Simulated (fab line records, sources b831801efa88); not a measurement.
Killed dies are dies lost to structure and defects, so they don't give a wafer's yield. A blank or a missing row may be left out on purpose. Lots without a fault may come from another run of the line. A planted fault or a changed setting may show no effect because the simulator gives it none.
fab line records | flow sky130
record lots=6 wafers=18 last_day=49
route steps=708 shown LDD_N@253 LDD_P@255 LDD_HVN@267 LDD_HVP@278 LDD_LDN@289 PAD_OPEN@708
lots that met no fault: from a run of the same line without faults
start_h: hours from the record's first day to the start of the lot's first wafer shown | wait_h: hours since the lot's step before | " the same as in the row above | L1.1+2: a row that stands for several wafers | - no value, or no start given | * or withheld: withheld | < > ~ a bound
route shown NAME@n: a module of which the file shows steps, and the number in the route of the first | usual: mean/standard deviation of fault-free wafers | same: alike in all rows | chamber/n: place in a boat | sites: the reading at each site | _std_site: their standard deviation | _edge_site: outer sites' mean less inner sites' | radius_mm: how far each site lies from the wafer's centre | mask NAME#n: copy n | behind: the tool/chamber that last shaped the wafer | hold: why the lot was held/for how many hours/how that ended | device: the transistor (n, p or np) that didn't switch | end of line: the same wafers' tests at the end of the route | a step without rows: its recipe alone | killed: dies lost to structure and defects at the first sort, not the wafer's yield | map: a wafer's dies, x killed, . not, _ none there
set.NAME: the setting as run; set.NAME@STEP: as run at that earlier step | model.NAME: the simulator's own value behind a step, which no gauge read
lots at some steps of the route; a table a step, a row a wafer
services: from which hour (start_h, from the record's first day; less than 0 if before it) a tool's chamber was out of use, for how many hours, and why
## steps
# step SKY_LDD_N_STRIP_16
# recipe chemistry=O2/N2 power_w=1400 pressure_mtorr=1500 platen_temp_c=withheld o2_flow_sccm=3000 n2_flow_sccm=300 overash_fraction=0.5
# usual chamber_pressure_mTorr=1499.9/1.3 drypump_motor_current_A=5.8/0.55 oes_product_au=0.406/0.0043 strip_time_to_endpoint_s=4.314/0.016
# columns lot.wafer tool chamber start_h wait_h chamber_pressure_mTorr drypump_motor_current_A oes_product_au rf_hours_counter_h strip_time_to_endpoint_s
L477.2 plasma_asher-01 0 395.79 0.1 1500.3 6.4 0.408 59 4.288
L477.5 " 1 " " 1497.5 6.3 0.409 - 4.311
L477.6 " 0 " " 1498.9 6.5 0.397 - 4.303
L482.2 plasma_asher-03 0 446.09 0.1 1500.9 5.9 0.414 1 4.336
L482.3 " 0 " " 1499.8 5.9 0.411 - 4.314
L482.6 " 0 " " 1501.3 5.9 0.404 - 4.335
L483.1 plasma_asher-02 1 456.57 0.1 1499.7 4.9 0.398 33 4.308
L483.2 " 0 " " 1500.4 5.5 0.403 33 4.335
L483.3 " 1 " " 1501.1 4.9 0.409 - 4.308
L492.3 plasma_asher-01 0 534.62 0.1 1499.4 6.5 0.412 - 4.290
L492.4 " 1 " " 1499.1 6.3 0.405 - 4.270
L492.5 " 1 " " 1502.1 6.3 0.409 - 4.270
L493.2 plasma_asher-01 0 545.34 0.1 1500.1 6.4 0.409 74 4.332
L493.4 " 0 " " 1500.6 6.4 0.410 - 4.324
L493.5 " 0 " " 1498.5 6.4 0.408 - 4.312
L498.3 plasma_asher-01 1 579.57 0.1 1499.9 6.3 0.403 - 4.335
L498.5 " 1 " " 1500.4 6.3 0.405 - 4.342
L498.6 " 0 " " 1499.1 6.5 0.405 - 4.290
# step SKY_LDD_N_TW_MEAS_17
# usual LDD_N_TW=2590/27
# columns lot.wafer tool chamber start_h wait_h LDD_N_TW
L477.2 film_metro-04 - 395.90 0.1 2623
L477.5 " - " " 2622
L477.6 " - " " 2617
L482.2 film_metro-03 - 446.20 0.1 2562
L482.3 " - " " 2548
L482.6 " - " " 2546
L483.1 film_metro-04 - 456.67 0.1 2617
L483.2 " - " " 2631
L483.3 " - " " 2629
L492.3 film_metro-02 - 534.71 0.1 2595
L492.4 " - " " 2597
L492.5 " - " " 2596
L493.2 film_metro-03 - 545.45 0.1 2567
L493.4 " - " " 2555
L493.5 " - " " 2542
L498.3 film_metro-04 - 579.66 0.1 2618
L498.5 " - " " 2612
L498.6 " - " " 2613
# step SKY_LDD_P_DEHYDRATE_00
# recipe temp_c=200 time_s=60
# step SKY_LDD_P_HMDS_01
# recipe prime_time_s=60 prime_temp_c=120
# step SKY_LDD_P_COAT_02
# recipe resist=NOVOLAK spin_rpm=3000 resist_thk_nm=1140
# step SKY_LDD_P_SOFTBAKE_03
# recipe temp_c=90 time_s=60 resist=NOVOLAK
# step SKY_LDD_P_EXPOSE_04
# recipe mask_id=PSDM na=0.6 source_shape=conventional sigma_outer=0.6 polarization=unpolarized target_cd_nm=380 dose_mj=138
# step SKY_LDD_P_PEB_05
# recipe temp_c=withheld time_s=* resist=NOVOLAK
# step SKY_LDD_P_DEVELOP_06
# recipe resist=NOVOLAK developer=TMAH develop_time_s=60 dev_temp_c=23
# step SKY_LDD_P_CD_MEAS_07
# recipe target_cd_nm=380
# usual cd_nm=379.6/2.7
# columns lot.wafer tool chamber start_h wait_h cd_nm
L477.2 cd_sem-02 - 425.47 0.1 379.4
L477.5 " - " " 380.7
L477.6 " - " " 380.9
L482.2 cd_sem-01 - 476.25 0.1 374.8
L482.3 " - " " 375.8
L482.6 " - " " 375.9
L483.1 cd_sem-02 - 487.70 0.1 376.3
L483.2 " - " " 378.1
L483.3 " - " " 378.2
L492.3 cd_sem-01 - 565.07 0.1 373.6
L492.4 " - " " 376.0
L492.5 " - " " 373.8
L493.2 cd_sem-02 - 575.02 0.2 379.4
L493.4 " - " " 380.9
L493.5 " - " " 380.2
L498.3 cd_sem-02 - 608.89 0.1 378.3
L498.5 " - " " 375.4
L498.6 " - " " 381.9
# step SKY_LDD_P_OVL_MEAS_08
# usual LDD_P_OVL=-0.1/1.3
# columns lot.wafer tool chamber start_h wait_h LDD_P_OVL[nm]
L477.2 overlay-01 - 425.58 0.1 0.3
L477.5 " - " " 0.8
L477.6 " - " " 1.6
L482.2 overlay-02 - 476.36 0.1 0.8
L482.3 " - " " 1.0
L482.6 " - " " 0.7
L483.1 overlay-02 - 487.82 0.1 1.5
L483.2 " - " " 1.2
L483.3 " - " " 1.6
L492.3 overlay-01 - 565.17 0.1 0.8
L492.4 " - " " 1.1
L492.5 " - " " -0.3
L493.2 overlay-01 - 575.13 0.1 2.2
L493.4 " - " " 1.8
L493.5 " - " " 0.7
L498.3 overlay-02 - 608.98 0.1 -0.2
L498.5 " - " " -1.2
L498.6 " - " " -0.8
# step SKY_LDD_P_IMPLANT_09
# recipe species=BF2 energy_kev=24.86 dose_cm2=1e+13 tilt_deg=withheld
# step SKY_LDD_P_STRIP_10
# recipe chemistry=O2/N2 power_w=1400 pressure_mtorr=1500 platen_temp_c=withheld o2_flow_sccm=3000 n2_flow_sccm=300 overash_fraction=0.5
# usual chamber_pressure_mTorr=1500.1/1.4 drypump_motor_current_A=5.8/0.39 oes_product_au=0.715/0.0045 strip_time_to_endpoint_s=14.17/0.044
# columns lot.wafer tool chamber start_h wait_h chamber_pressure_mTorr drypump_motor_current_A oes_product_au rf_hours_counter_h strip_time_to_endpoint_s
L477.2 plasma_asher-04 1 425.76 0.1 1500.3 5.5 0.719 72 14.25
L477.5 " 1 " " 1498.4 5.6 0.713 - 14.24
L477.6 " 0 " " 1500.3 6.0 0.712 - 14.24
L482.2 plasma_asher-02 1 476.54 0.1 1499.2 4.9 0.720 35 14.21
L482.3 " 1 " " 1499.5 4.9 0.712 - 14.18
L482.6 " 1 " " 1501.1 4.9 0.707 - 14.18
L483.1 plasma_asher-04 0 488.01 0.1 1500.9 5.9 0.710 78 14.19
L483.2 " 1 " " 1498.2 5.5 0.713 78 14.18
L483.3 " 0 " " 1501.2 5.9 0.716 - 14.21
L492.3 plasma_asher-04 0 565.37 0.1 1499.6 5.9 0.716 - 14.22
L492.4 " 1 " " 1501.2 5.5 0.719 - 14.23
L492.5 " 1 " " 1499.2 5.5 0.714 - 14.21
L493.2 plasma_asher-04 1 575.34 0.1 1500.0 5.6 0.713 87 14.19
L493.4 " 0 " " 1498.1 6.0 0.713 - 14.19
L493.5 " 0 " " 1500.9 6.0 0.723 - 14.20
L498.3 plasma_asher-03 0 609.19 0.1 1499.5 5.9 0.719 - 14.11
L498.5 " 0 " " 1497.6 5.9 0.716 - 14.12
L498.6 " 1 " " 1499.7 6.2 0.713 - 14.10
# step SKY_LDD_P_TW_MEAS_11
# usual LDD_P_TW=638/6.7
# columns lot.wafer tool chamber start_h wait_h LDD_P_TW
L477.2 film_metro-04 - 425.87 0.1 638
L477.5 " - " " 637
L477.6 " - " " 639
L482.2 film_metro-01 - 476.65 0.1 643
L482.3 " - " " 638
L482.6 " - " " 640
L483.1 film_metro-04 - 488.11 0.1 645
L483.2 " - " " 646
L483.3 " - " " 646
L492.3 film_metro-03 - 565.46 0.1 630
L492.4 " - " " 631
L492.5 " - " " 629
L493.2 film_metro-04 - 575.45 0.1 645
L493.4 " - " " 643
L493.5 " - " " 643
L498.3 film_metro-01 - 609.28 0.1 640
L498.5 " - " " 636
L498.6 " - " " 641
# step SKY_LDD_HVN_DEHYDRATE_00
# recipe temp_c=200 time_s=60
# step SKY_LDD_HVN_HMDS_01
# recipe prime_time_s=60 prime_temp_c=120
# step SKY_LDD_HVN_COAT_02
# recipe resist=NOVOLAK spin_rpm=2947 resist_thk_nm=300
# step SKY_LDD_HVN_SOFTBAKE_03
# recipe temp_c=90 time_s=60 resist=NOVOLAK
# step SKY_LDD_HVN_EXPOSE_04
# recipe mask_id=HVNTM na=0.6 source_shape=conventional sigma_outer=0.6 polarization=unpolarized target_cd_nm=700 dose_mj=127
# step SKY_LDD_HVN_PEB_05
# recipe temp_c=withheld time_s=* resist=NOVOLAK
# step SKY_LDD_HVN_DEVELOP_06
# recipe resist=NOVOLAK developer=TMAH develop_time_s=60 dev_temp_c=23
# step SKY_LDD_HVN_OVL_MEAS_07
# usual LDD_HVN_OVL=0.0/1.7
# columns lot.wafer tool chamber start_h wait_h LDD_HVN_OVL[nm]
L477.2 overlay-02 - 456.36 0.1 2.1
L477.5 " - " " 1.0
L477.6 " - " " 0.8
L482.2 overlay-01 - 507.16 0.1 1.6
L482.3 " - " " 3.1
L482.6 " - " " 2.4
L483.1 overlay-01 - 518.80 0.1 3.5
L483.2 " - " " 2.0
L483.3 " - " " 1.1
L492.3 overlay-01 - 595.26 0.1 0.7
L492.4 " - " " 1.1
L492.5 " - " " 2.3
L493.2 overlay-02 - 604.66 0.1 0.8
L493.4 " - " " 1.7
L493.5 " - " " -1.1
L498.3 overlay-01 - 637.84 0.1 -0.4
L498.5 " - " " -0.2
L498.6 " - " " -0.2
# step SKY_LDD_HVN_IMPLANT_08
# recipe species=P energy_kev=60 dose_cm2=3e+13 tilt_deg=40
# step SKY_LDD_HVN_STRIP_09
# recipe chemistry=O2/N2 power_w=1400 pressure_mtorr=1500 platen_temp_c=withheld o2_flow_sccm=3000 n2_flow_sccm=300 overash_fraction=0.5
# usual chamber_pressure_mTorr=1500.0/1.4 drypump_motor_current_A=5.8/0.46 oes_product_au=0.410/0.0048 strip_time_to_endpoint_s=4.169/0.016
# columns lot.wafer tool chamber start_h wait_h chamber_pressure_mTorr drypump_motor_current_A oes_product_au rf_hours_counter_h strip_time_to_endpoint_s
L477.2 plasma_asher-01 0 456.58 0.1 1499.6 6.4 0.399 65 4.143
L477.5 " 1 " " 1501.9 6.2 0.409 - 4.165
L477.6 " 0 " " 1498.7 6.4 0.406 - 4.176
L482.2 plasma_asher-01 0 507.34 0.1 1500.6 6.4 0.411 70 4.190
L482.3 " 1 " " 1500.1 6.2 0.406 - 4.158
L482.6 " 1 " " 1499.7 6.3 0.409 - 4.153
L483.1 plasma_asher-02 0 518.99 0.1 1496.7 5.5 0.411 39 4.167
L483.2 " 1 " " 1500.6 4.9 0.413 39 4.209
L483.3 " 0 " " 1503.2 5.5 0.409 - 4.190
L492.3 plasma_asher-04 0 595.47 0.1 1501.6 6.0 0.407 - 4.175
L492.4 " 1 " " 1500.7 5.5 0.416 - 4.204
L492.5 " 0 " " 1496.7 5.9 0.406 - 4.206
L493.2 plasma_asher-04 0 604.84 0.1 1499.8 5.9 0.402 90 4.173
L493.4 " 1 " " 1498.0 5.6 0.403 - 4.153
L493.5 " 1 " " 1499.3 5.6 0.406 - 4.147
L498.3 plasma_asher-04 1 638.05 0.1 1499.2 5.6 0.411 - 4.181
L498.5 " 1 " " 1501.0 5.6 0.417 - 4.173
L498.6 " 0 " " 1502.4 6.0 0.412 - 4.155
# step SKY_LDD_HVN_TW_MEAS_10
# usual LDD_HVN_TW=1449/9.5
# columns lot.wafer tool chamber start_h wait_h LDD_HVN_TW
L477.2 film_metro-01 - 456.69 0.1 1457
L477.5 " - " " 1452
L477.6 " - " " 1450
L482.2 film_metro-01 - 507.45 0.1 1451
L482.3 " - " " 1450
L482.6 " - " " 1458
L483.1 film_metro-01 - 519.09 0.1 1462
L483.2 " - " " 1457
L483.3 " - " " 1463
L492.3 film_metro-04 - 595.56 0.1 1455
L492.4 " - " " 1461
L492.5 " - " " 1453
L493.2 film_metro-01 - 604.95 0.1 1453
L493.4 " - " " 1447
L493.5 " - " " 1451
L498.3 film_metro-01 - 638.14 0.1 1444
L498.5 " - " " 1442
L498.6 " - " " 1452
# step SKY_LDD_HVP_DEHYDRATE_00
# recipe temp_c=200 time_s=60
# step SKY_LDD_HVP_HMDS_01
# recipe prime_time_s=60 prime_temp_c=120
# step SKY_LDD_HVP_COAT_02
# recipe resist=NOVOLAK spin_rpm=3000 resist_thk_nm=300
# step SKY_LDD_HVP_SOFTBAKE_03
# recipe temp_c=90 time_s=60 resist=NOVOLAK
# step SKY_LDD_HVP_EXPOSE_04
# recipe mask_id=HVPTM na=0.6 source_shape=conventional sigma_outer=0.6 polarization=unpolarized target_cd_nm=700 dose_mj=86
# step SKY_LDD_HVP_PEB_05
# recipe temp_c=withheld time_s=* resist=NOVOLAK
# step SKY_LDD_HVP_DEVELOP_06
# recipe resist=NOVOLAK developer=TMAH develop_time_s=60 dev_temp_c=23
# step SKY_LDD_HVP_OVL_MEAS_07
# usual LDD_HVP_OVL=0.7/1.2
# columns lot.wafer tool chamber start_h wait_h LDD_HVP_OVL[nm]
L477.2 overlay-02 - 487.46 0.1 2.1
L477.5 " - " " 0.6
L477.6 " - " " 1.8
L482.2 overlay-01 - 537.29 0.1 -0.3
L482.3 " - " " -0.3
L482.6 " - " " -0.7
L483.1 overlay-02 - 549.40 0.1 -0.4
L483.2 " - " " 0.2
L483.3 " - " " 0.5
L492.3 overlay-01 - 624.36 0.1 0.8
L492.4 " - " " 1.8
L492.5 " - " " 1.6
L493.2 overlay-02 - 634.04 0.1 2.5
L493.4 " - " " -0.5
L493.5 " - " " 0.9
L498.3 overlay-02 - 666.39 0.1 0.3
L498.5 " - " " 0.0
L498.6 " - " " 0.9
# step SKY_LDD_HVP_IMPLANT_08
# recipe species=B energy_kev=20 dose_cm2=1.7e+13 tilt_deg=17.9
# step SKY_LDD_HVP_STRIP_09
# recipe chemistry=O2/N2 power_w=1400 pressure_mtorr=1500 platen_temp_c=withheld o2_flow_sccm=3000 n2_flow_sccm=300 overash_fraction=0.5
# usual chamber_pressure_mTorr=1499.8/1.3 drypump_motor_current_A=6.03/0.25 oes_product_au=0.408/0.0045 strip_time_to_endpoint_s=4.130/0.015
# columns lot.wafer tool chamber start_h wait_h chamber_pressure_mTorr drypump_motor_current_A oes_product_au rf_hours_counter_h strip_time_to_endpoint_s
L477.2 plasma_asher-03 0 487.64 0.1 1499.4 5.90 0.407 5 4.140
L477.5 " 1 " " 1500.3 6.21 0.410 - 4.140
L477.6 " 0 " " 1500.5 5.91 0.410 - 4.131
L482.2 plasma_asher-03 0 537.47 0.1 1500.2 5.90 0.407 10 4.118
L482.3 " 1 " " 1499.9 6.15 0.406 - 4.118
L482.6 " 0 " " 1500.4 5.89 0.413 - 4.143
L483.1 plasma_asher-04 0 549.59 0.1 1498.4 5.94 0.409 85 4.121
L483.2 " 1 " " 1498.2 5.54 0.413 85 4.129
L483.3 " 0 " " 1497.4 5.94 0.415 - 4.106
L492.3 plasma_asher-04 0 624.57 0.1 1500.1 5.97 0.398 - 4.130
L492.4 " 1 " " 1501.1 5.55 0.412 - 4.124
L492.5 " 0 " " 1500.1 5.96 0.413 - 4.133
L493.2 plasma_asher-01 0 634.22 0.1 1499.7 6.43 0.411 84 4.132
L493.4 " 1 " " 1500.8 6.29 0.411 - 4.144
L493.5 " 1 " " 1501.9 6.26 0.414 - 4.152
L498.3 plasma_asher-04 1 666.60 0.1 1501.1 5.52 0.414 - 4.115
L498.5 " 1 " " 1499.9 5.55 0.402 - 4.098
L498.6 " 0 " " 1499.9 5.93 0.405 - 4.131
# step SKY_LDD_HVP_TW_MEAS_10
# usual LDD_HVP_TW=458/3.6
# columns lot.wafer tool chamber start_h wait_h LDD_HVP_TW
L477.2 film_metro-01 - 487.75 0.1 462
L477.5 " - " " 463
L477.6 " - " " 464
L482.2 film_metro-01 - 537.58 0.1 461
L482.3 " - " " 461
L482.6 " - " " 462
L483.1 film_metro-01 - 549.73 0.1 460
L483.2 " - " " 464
L483.3 " - " " 464
L492.3 film_metro-03 - 624.66 0.1 457
L492.4 " - " " 455
L492.5 " - " " 457
L493.2 film_metro-03 - 634.33 0.1 452
L493.4 " - " " 457
L493.5 " - " " 453
L498.3 film_metro-02 - 666.69 0.1 455
L498.5 " - " " 453
L498.6 " - " " 455
# step SKY_LDD_LDN_DEHYDRATE_00
# recipe temp_c=200 time_s=60
# step SKY_LDD_LDN_HMDS_01
# recipe prime_time_s=60 prime_temp_c=120
# step SKY_LDD_LDN_COAT_02
# recipe resist=NOVOLAK spin_rpm=3000 resist_thk_nm=1140
# step SKY_LDD_LDN_SOFTBAKE_03
# recipe temp_c=90 time_s=60 resist=NOVOLAK
# step SKY_LDD_LDN_EXPOSE_04
# recipe mask_id=LDNTM na=0.6 source_shape=conventional sigma_outer=0.6 polarization=unpolarized target_cd_nm=700 dose_mj=140
# step SKY_LDD_LDN_PEB_05
# recipe temp_c=withheld time_s=* resist=NOVOLAK
# step SKY_PAD_OPEN_PROBE_99
# usual killed_at_M0_to_M3=44/7.8 killed_at_M4_up=2.9/1.7 killed_at_contacts=24/5.4 killed_at_front_end=15/4.5 killed_at_other=0.3/0.55 killed_dies=87/10 killed_open=48/7.4 killed_short=39/5.9
# same gross_dies=492 killed_at_back_side=0
# columns lot.wafer tool chamber start_h wait_h killed_at_M0_to_M3 killed_at_M4_up killed_at_contacts killed_at_front_end killed_at_other killed_dies killed_open killed_short
L477.2 prober-02 - 1072.67 0.1 44 2 24 13 0 83 48 35
L477.5 prober-02 - 1072.82 0.2 44 4 21 12 1 82 42 40
L477.6 prober-02 - 1072.87 0.2 45 3 25 21 1 95 51 44
L482.2 prober-01 - 1114.52 0.1 36 2 34 21 2 95 48 47
L482.3 prober-01 - 1114.57 0.2 40 2 21 25 0 88 43 45
L482.6 prober-01 - 1114.72 0.2 35 3 29 25 0 92 51 41
L483.1 prober-01 - 1115.41 0.1 60 1 20 16 0 97 58 39
L483.2 prober-01 - 1115.46 0.1 48 1 14 13 0 76 48 28
L483.3 prober-01 - 1115.51 0.2 43 6 20 21 0 90 56 34
L492.4 prober-01 - 1160.23 0.2 55 5 22 58 0 140 54 37
L492.5 prober-01 - 1160.28 0.2 39 1 29 57 0 126 42 41
L493.2 prober-02 - 1164.66 0.1 45 2 31 68 0 146 63 40
# killed by level:class
L477.2 VIA1:geometric_particle:open=12 LI_CONTACT:geometric_particle:open=11 CONTACT:geometric_particle:open=7 VIA2:geometric_particle:open=6 VIA1:geometric_particle:short=5 METAL1:geometric_particle:short=5 FIELD_ISO:geometric_particle:short=4 VIA2:geometric_particle:short=4
L477.5 CONTACT:geometric_particle:open=8 METAL1:geometric_particle:short=8 VIA1:geometric_particle:short=8 VIA1:geometric_particle:open=8 VIA2:geometric_particle:open=8 FIELD_ISO:geometric_particle:open=4 LI_CONTACT:geometric_particle:open=4 CONTACT:geometric_particle:short=4
L477.6 FIELD_ISO:geometric_particle:open=10 VIA1:geometric_particle:open=9 VIA2:geometric_particle:open=9 CONTACT:geometric_particle:short=8 LI_CONTACT:geometric_particle:open=6 CONTACT:geometric_particle:open=5 VIA2:geometric_particle:short=5 VIA1:geometric_particle:short=5
L482.2 CONTACT:geometric_particle:open=10 FIELD_ISO:geometric_particle:open=8 LOCAL_INTERCONNECT:geometric_particle:short=8 CONTACT:geometric_particle:short=8 METAL1:geometric_particle:short=6 VIA1:geometric_particle:open=6 VIA1:geometric_particle:short=6 LI_CONTACT:geometric_particle:open=5
L482.3 VIA1:geometric_particle:open=11 POLY_GATE:geometric_particle:short=9 CONTACT:geometric_particle:open=9 FIELD_ISO:geometric_particle:short=5 VIA1:geometric_particle:short=5 METAL2:geometric_particle:short=5 VIA3:geometric_particle:open=5 LOCAL_INTERCONNECT:geometric_particle:short=4
L482.6 VIA1:geometric_particle:open=10 LI_CONTACT:geometric_particle:open=9 POLY_GATE:geometric_particle:open=8 CONTACT:geometric_particle:open=7 CONTACT:geometric_particle:short=6 METAL1:geometric_particle:short=6 FIELD_ISO:geometric_particle:short=5 FIELD_ISO:geometric_particle:open=5
L483.1 VIA1:geometric_particle:open=19 CONTACT:geometric_particle:open=11 VIA3:geometric_particle:open=10 METAL1:geometric_particle:short=7 VIA3:geometric_particle:short=6 FIELD_ISO:geometric_particle:open=5 VIA1:geometric_particle:short=5 POLY_GATE:geometric_particle:short=4
L483.2 VIA1:geometric_particle:open=14 VIA3:geometric_particle:open=8 CONTACT:geometric_particle:open=7 VIA2:geometric_particle:open=7 VIA1:geometric_particle:short=6 FIELD_ISO:geometric_particle:open=4 METAL2:geometric_particle:short=4 VIA3:geometric_particle:short=4
L483.3 VIA1:geometric_particle:open=12 CONTACT:geometric_particle:open=10 VIA3:geometric_particle:open=10 POLY_GATE:geometric_particle:short=6 VIA2:geometric_particle:open=6 FIELD_ISO:geometric_particle:short=5 VIA1:geometric_particle:short=4 LI_CONTACT:geometric_particle:open=4
L492.4 LDD_P:unspecified=49 VIA1:geometric_particle:open=14 VIA3:geometric_particle:open=7 VIA2:geometric_particle:open=7 VIA1:geometric_particle:short=6 LI_CONTACT:geometric_particle:open=5 LOCAL_INTERCONNECT:geometric_particle:short=5 CONTACT:geometric_particle:open=5
L492.5 LDD_P:unspecified=43 CONTACT:geometric_particle:open=10 VIA1:geometric_particle:open=7 VIA2:geometric_particle:open=7 VIA3:geometric_particle:open=7 LI_CONTACT:geometric_particle:short=6 LOCAL_INTERCONNECT:geometric_particle:short=5 FIELD_ISO:geometric_particle:short=4
L493.2 LDD_P:unspecified=43 LI_CONTACT:geometric_particle:open=15 POLY_GATE:geometric_particle:open=10 VIA2:geometric_particle:open=8 VIA1:geometric_particle:short=7 CONTACT:geometric_particle:open=7 VIA3:geometric_particle:open=7 FIELD_ISO:geometric_particle:open=6
# map L492.4 (x killed, . not)
__________.......x.._________
________x......xx..x.._______
______.......x.........._____
_____..xx..x......x...x..____
____.x..x......x.x.x....x.___
___......x.................__
__.....x.....x.....x........_
_.....x..x.....x.x...........
_.....x...x.xxxx.......xx..x.
_...x..x.xxxx.x.......x....x.
_....x.xxxxxxxxx.......x.....
_xx....xxxxxxxxx....xxx...x..
_x.x.xx.xxxxxxx.....xxx.x..x.
_........xxxxxxx.x...........
_.....x...xxxxxx.x.x....x....
__...xx..x.x...xx.x.x..x...x_
___xx...xx..x.x......x....x__
____..x...x..........xx...___
_____..........x..x.x.x..____
______.x......xx..x.x..._____
________.x............_______
__________..x.xx.x.x_________
# map L493.2 (x killed, . not)
__________..x...x..x_________
________.......xx.x.x._______
______...............x.._____
_____......x..xx....x.x.x____
____........x......x.xx.x.___
___.x....xxx......x.....x..__
__x.......x.......xxx......x_
_..x..x...x...x.x............
_x..xx.x.xxxxxx.x..x..xxx....
_..x...x.xxxxx....x..x....x..
_..x.x..xxxxxxxx.x..xx..x....
_xx...x.xxxxxxx.....x..xx....
_.x...x.xxxxxxxxxx.x.......x.
_x......xxxxxxx.xx.x....x..x.
_.......x.x...x.......x..x...
__....xx...................x_
___x.....x...x.xx.xxx.xx...__
____...............x.x.x..___
_____.x..................____
______...............x.._____
________x.x..xx......x_______
__________xx.x......_________
## services
# columns tool chamber start_h hours kind
plasma_asher-03 - 375.22 11.3 repair
plasma_asher-01 - 375.27 1.5 repair
plasma_asher-04 - 417.90 3.9 repair
plasma_asher-03 - 421.25 9.0 pm
plasma_asher-03 0 421.25 9.0 vent_cycle
plasma_asher-03 1 421.25 9.0 vent_cycle
plasma_asher-03 0 430.25 - clean
plasma_asher-03 1 430.25 - clean
plasma_asher-03 - 505.99 1.4 repair
plasma_asher-01 - 528.51 5.8 repair
plasma_asher-02 - 559.86 2.8 pm
plasma_asher-02 - 591.96 42.4 repair
plasma_asher-03 - 624.55 2.8 pm
plasma_asher-02 - 625.00 0.5 repair
plasma_asher-02 - 634.38 14.6 pm
plasma_asher-01 - 661.37 94.9 repair
plasma_asher-01 - 661.64 0.7 repair
## key
first_sign step=SKY_PAD_OPEN_PROBE_99 reading=killed_at_front_end direction=up sigmas=10 usual=15 struck=61
effect step=SKY_PAD_OPEN_PROBE_99 reading=killed_dies direction=up sigmas=5 usual=87 struck=137
met_at SKY_LDD_P_STRIP_10
struck_wafers L492.4,L492.5,L493.2
tester_left_out L492,L493
onset_between 488.01 565.37
fault kind=chamber_particle_source tool=plasma_asher-04 chamber=1 onset_h=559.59 steps=SKY_LDD_P_STRIP_10 rate_per_visit_cm2=0.44182 end_h=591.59
# tester_left_out: of these lots the tester's yield and bins aren't shown, on N5 and GAA mostly nor the transistor test; their killed dies are dies lost to structure and defects alone, not to doping, threshold or leakage, so they don't give the yield
